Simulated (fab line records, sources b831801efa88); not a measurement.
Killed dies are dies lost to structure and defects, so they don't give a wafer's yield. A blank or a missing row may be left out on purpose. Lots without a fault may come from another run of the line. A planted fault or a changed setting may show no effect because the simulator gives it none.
A struck lot beside a sound one | flow sky130 | 43 steps out of a route of 708
Sound: wafers L877.1, L877.3, L877.4. Struck: wafer L898.3. (L898.1, L898.2 of the same lot were not struck and are left out.) The cause comes at the end.
At each step with rows: each side's tool, then ch and its chambers, then its first start. Under that, the readings that differ: sound wafers | struck wafers | difference of the means | sigmas: that difference in standard deviations of wafers without a fault.
alike: readings whose means differ by less than 2 such deviations, and words and numbers that are the same on both sides. not compared: withheld readings, readings that some wafer has no value for, bounds like >300 that may hide the same value, and numbers for which the record gives no deviation and whose values overlap.
The two part at a step that has a row with sigmas, a row that says differs or no value, or rows on one side only. Numbers that don't overlap but have no deviation are shown without sigmas and don't part them. A reading that every wafer of one side lacks parts them only if that side has two wafers or more.

first, 4 steps without rows for these wafers: SKY_VIA3_CLEAN_18 (cleans in IPA, time 180 s); SKY_VIA3_CLEAN_19 (cleans in O3/DIW); SKY_VIA3_SPUTTER_20 (material TiN, target thk 20 nm, time 80 s); SKY_VIA3_CVD_21 (deposits W, target thk 390 nm, time 117.31 s).
SKY_VIA3_RS_MEAS_22: measures by four-point-probe.
  sound on film_metro-04, day 40 01:16; struck on film_metro-02, day 45 21:05
  reading            | sound             | struck | difference | sigmas
  VIA3_W_RS (ohm/sq) | 0.296 0.300 0.295 | 0.288  | -0.009     | -3
SKY_VIA3_THK_MEAS_23: measures by xrf.
  sound on film_metro-04, day 40 01:23; struck on film_metro-02, day 45 21:12
  alike: VIA3_W_THK
then, 2 steps without rows for these wafers: SKY_VIA3_CMP_24 (polishes, stops on SiO2, t overpolish 20 s, target thk 0 nm); SKY_METAL4_SPUTTER_00 (material Ti, target thk 15 nm, time 10 s).
SKY_METAL4_SPUTTER_01: material TiN, target thk 20 nm, time 16.7 s.
  sound on pvd_sputter-02, day 40 01:46; struck on pvd_sputter-02, day 45 21:35
  alike: throttle_valve_pct
SKY_METAL4_SPUTTER_02: material AlCu, target thk 735 nm, time 39.1 s.
  sound on pvd_sputter-02, day 40 01:47; struck on pvd_sputter-02, day 45 21:36
  alike: throttle_valve_pct
then, 1 step without rows for these wafers: SKY_METAL4_SPUTTER_03 (material Ti, target thk 5 nm, time 3.3 s).
SKY_METAL4_SPUTTER_04: material TiN, target thk 70 nm, time 58.3 s.
  sound on pvd_sputter-02, day 40 01:51; struck on pvd_sputter-02, day 45 21:40
  alike: throttle_valve_pct
SKY_CAP2M_CVD_00: deposits SiO2, target thk 15.5 nm.
  sound on pecvd-03 ch 1,2, day 40 01:54; struck on pecvd-01 ch 2, day 45 21:43
  alike: heater_power_w
SKY_CAP2M_THK_MEAS_01:
  sound on film_metro-02, day 40 01:55; struck on film_metro-02, day 45 21:44
  alike: CAP2M_CVD_00_THK
SKY_CAP2M_SPUTTER_02: material TiN, target thk 200 nm, time 166.7 s.
  sound on pvd_sputter-01, day 40 01:59; struck on pvd_sputter-01, day 45 21:47
  alike: throttle_valve_pct
SKY_CAP2M_RS_MEAS_03: measures by four-point-probe.
  sound on film_metro-03, day 40 02:05; struck on film_metro-03, day 45 21:54
  alike: CAP2M_TIN_RS
SKY_CAP2M_THK_MEAS_04: measures by xrf.
  sound on film_metro-03, day 40 02:13; struck on film_metro-03, day 45 22:01
  alike: CAP2M_TIN_THK
then, 7 steps without rows for these wafers: SKY_CAP2M_DEHYDRATE_05 (time 60 s); SKY_CAP2M_HMDS_06 (prime time 60 s); SKY_CAP2M_COAT_07 (resist thk 1140 nm); SKY_CAP2M_SOFTBAKE_08 (time 60 s); SKY_CAP2M_EXPOSE_09 (exposes mask CAP2M, target cd 1000 nm); SKY_CAP2M_PEB_10; SKY_CAP2M_DEVELOP_11 (develop time 60 s).
SKY_CAP2M_OVL_MEAS_12:
  sound on overlay-01, day 41 02:05; struck on overlay-02, day 46 18:23
  alike: CAP2M_OVL
then, 13 steps without rows for these wafers: SKY_CAP2M_METAL_ETCH_13 (etches TiN in Cl2/BCl3, stops on SiO2, target depth 220 nm, time 62.9 s); SKY_CAP2M_STRIP_14 (strips in O2/N2); SKY_CAP2M_STRIP_15 (strips in post etch residue remover, time 1200 s); SKY_CAP2M_CLEAN_16 (cleans in IPA, time 180 s); SKY_CAP2M_CLEAN_17 (cleans in O3/DIW); SKY_METAL4_DEHYDRATE_05 (time 60 s); SKY_METAL4_HMDS_06 (prime time 60 s); SKY_METAL4_COAT_07 (resist thk 60 nm); SKY_METAL4_COAT_08 (resist thk 1140 nm); SKY_METAL4_SOFTBAKE_09 (time 90 s); SKY_METAL4_EXPOSE_10 (exposes mask MM4, target cd 300 nm); SKY_METAL4_PEB_11; SKY_METAL4_DEVELOP_12 (develop time 60 s).
SKY_METAL4_CD_MEAS_13: target cd 300 nm.
  sound on cd_sem-02, day 42 02:40; struck on cd_sem-02, day 47 15:01
  alike: cd_nm
SKY_METAL4_OVL_MEAS_14:
  sound on overlay-02, day 42 02:47; struck on overlay-02, day 47 15:08
  alike: METAL4_OVL
SKY_METAL4_DESCUM_15: chemistry O2, time 8 s.
  sound on rie_metal-02 ch 0,1, day 42 02:49; struck on rie_metal-04 ch 0, day 47 15:10
  alike: drypump_motor_current_A, oes_product_au
  not compared: rf_hours_counter_h
then, 1 step without rows for these wafers: SKY_METAL4_ETCH_16 (etches BARC in N2/H2, stops on SiO2, time 88.2 s, target depth 60 nm).
-- the record jumps here: 3 days lie between the struck wafers' starts before and after (it left off in module METAL4 and takes up again in module PAD_OPEN, whose first step shown is number 708 of the route) --
SKY_PAD_OPEN_PROBE_99:
  the record has rows for the struck wafers here (prober-01, day 50 19:36) and none for the sound ones

WHERE THEY PART
First at SKY_VIA3_RS_MEAS_22; last, within this record, at SKY_PAD_OPEN_PROBE_99.

WHY: what the simulator had put in
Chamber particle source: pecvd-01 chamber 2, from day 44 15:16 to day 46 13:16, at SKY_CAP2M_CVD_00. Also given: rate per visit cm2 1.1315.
